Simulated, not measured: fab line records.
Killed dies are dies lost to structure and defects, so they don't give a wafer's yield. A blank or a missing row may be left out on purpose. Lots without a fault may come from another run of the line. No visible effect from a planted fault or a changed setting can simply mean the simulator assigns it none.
The tool behind it: which one? | flow gf180mcu | 15 lots with 45 wafers sampled at 2 steps, on a route of 602 steps

## WHAT EACH GAUGE READ, for each wafer
The record holds no reading of a measuring or inspecting step that can be judged against a usual standard deviation.

## EACH LOT AND THE TOOL THAT RAN IT (in order: tool; ch and the chambers of the sampled wafers; start)
lot  | GF_SALICIDE_RTA_06               | GF_CONTACT_CVD_00
L450 | rtp_anneal-01 ch 0, day 15 02:43 | hdpcvd-02 ch 0,1,2, day 15 03:01
L452 | rtp_anneal-01 ch 0, day 15 22:17 | hdpcvd-02 ch 0,2, day 15 22:35
L454 | rtp_anneal-02 ch 0, day 16 10:40 | hdpcvd-01 ch 0,1, day 16 11:04
L456 | rtp_anneal-01, day 17 03:47      | -
L457 | rtp_anneal-02, day 17 13:22      | -
L455 | rtp_anneal-02, day 17 14:35      | -
L459 | rtp_anneal-01 ch 0, day 18 09:07 | hdpcvd-01 ch 0,1, day 18 09:25
L464 | rtp_anneal-01 ch 0, day 20 08:07 | hdpcvd-02 ch 0,1, day 20 08:25
L465 | rtp_anneal-01 ch 0, day 20 13:50 | hdpcvd-01 ch 0,1, day 20 14:07
L468 | rtp_anneal-02 ch 0, day 21 15:06 | hdpcvd-02 ch 0,2, day 21 15:23
L469 | rtp_anneal-01 ch 0, day 22 05:03 | hdpcvd-01 ch 0,1, day 22 05:20
L470 | rtp_anneal-02 ch 0, day 22 09:44 | hdpcvd-02 ch 0,1,2, day 22 10:02
L471 | rtp_anneal-01 ch 0, day 22 11:31 | hdpcvd-02 ch 0,2, day 22 11:48
L473 | rtp_anneal-02 ch 0, day 23 12:31 | hdpcvd-02 ch 1,2, day 23 12:49
L467 | rtp_anneal-01 ch 0, day 24 07:17 | hdpcvd-01 ch 0,1, day 24 07:35
- GF_SALICIDE_RTA_06: time 30 s.
- GF_CONTACT_CVD_00: deposits SiO2, target thk 300 nm, time 50 s.

## WHAT THE TOOLS THEMSELVES READ (means of the sampled wafers that have a number; where no wafer has one, the mark that the record gives instead)
GF_SALICIDE_RTA_06.
lot  | tool          | anneal_temp_c_max | chamber_o2_ppm | lamp_power_pct (%) | wafer_temp_C_max
L450 | rtp_anneal-01 | 533.1             | 2.016          | 5.969              | 532.9
L452 | rtp_anneal-01 | 532.2             | 1.999          | 5.969              | 531.7
L454 | rtp_anneal-02 | 532.1             | 1.995          | 5.925              | 533.5
L456 | rtp_anneal-01 | -                 | -              | -                  | -
L457 | rtp_anneal-02 | -                 | -              | -                  | -
L455 | rtp_anneal-02 | -                 | -              | -                  | -
L459 | rtp_anneal-01 | 533.0             | 1.990          | 5.973              | 532.6
L464 | rtp_anneal-01 | 532.5             | 2.006          | 5.972              | 532.6
L465 | rtp_anneal-01 | 532.6             | 1.994          | 5.967              | 531.9
L468 | rtp_anneal-02 | 531.7             | 2.009          | 5.930              | 533.6
L469 | rtp_anneal-01 | 532.2             | 2.007          | 5.970              | 532.2
L470 | rtp_anneal-02 | 531.9             | 1.986          | 5.923              | 533.9
L471 | rtp_anneal-01 | 532.4             | 2.007          | 5.971              | 532.0
L473 | rtp_anneal-02 | 531.7             | 2.001          | 5.927              | 534.3
L467 | rtp_anneal-01 | 532.8             | 1.994          | 5.969              | 532.3

GF_CONTACT_CVD_00.
lot  | tool      | pressure_mtorr (mTorr)
L450 | hdpcvd-02 | 5.995
L452 | hdpcvd-02 | 5.999
L454 | hdpcvd-01 | 6.007
L459 | hdpcvd-01 | 6.000
L464 | hdpcvd-02 | 6.010
L465 | hdpcvd-01 | 6.004
L468 | hdpcvd-02 | 5.999
L469 | hdpcvd-01 | 6.009
L470 | hdpcvd-02 | 5.995
L471 | hdpcvd-02 | 6.004
L473 | hdpcvd-02 | 5.995
L467 | hdpcvd-01 | 6.000

## THE ANSWER, worked out from the rows above alone
Rule: usual is defined by the lots themselves. The widest of any qualifying gaps counts: lots, ordered by their means at a reading, are off when they make up no more than a third of the lots, leave a main group of 4 or more, and stand apart from it by 3 or more times the standard deviation of that group's means. A main group is skipped when, at the precision printed for the reading in the tables above, its means are all equal. Also off: a lot with no number at a reading for which 4 or more lots have one. Any other lot the step has rows for is counted as sound. After the gauges, taken in route order, come the tools' own readings; for these a lot's mean is taken, as printed above. The first step at which some lot is off is used, and at that step the reading that is off furthest; a lot without a number counts as furthest.
Off: L456, L457, L455 (GF_SALICIDE_RTA_06, anneal_temp_c_max). Without a number there: L456, L457, L455. Main group: mean 532.4, sd 0.45.
A tool fits if, at that step or a process step before it, it ran every lot that is off, and no sound lot after the first of them. None of those tried fits.

## WHAT THE SIMULATOR PUT IN
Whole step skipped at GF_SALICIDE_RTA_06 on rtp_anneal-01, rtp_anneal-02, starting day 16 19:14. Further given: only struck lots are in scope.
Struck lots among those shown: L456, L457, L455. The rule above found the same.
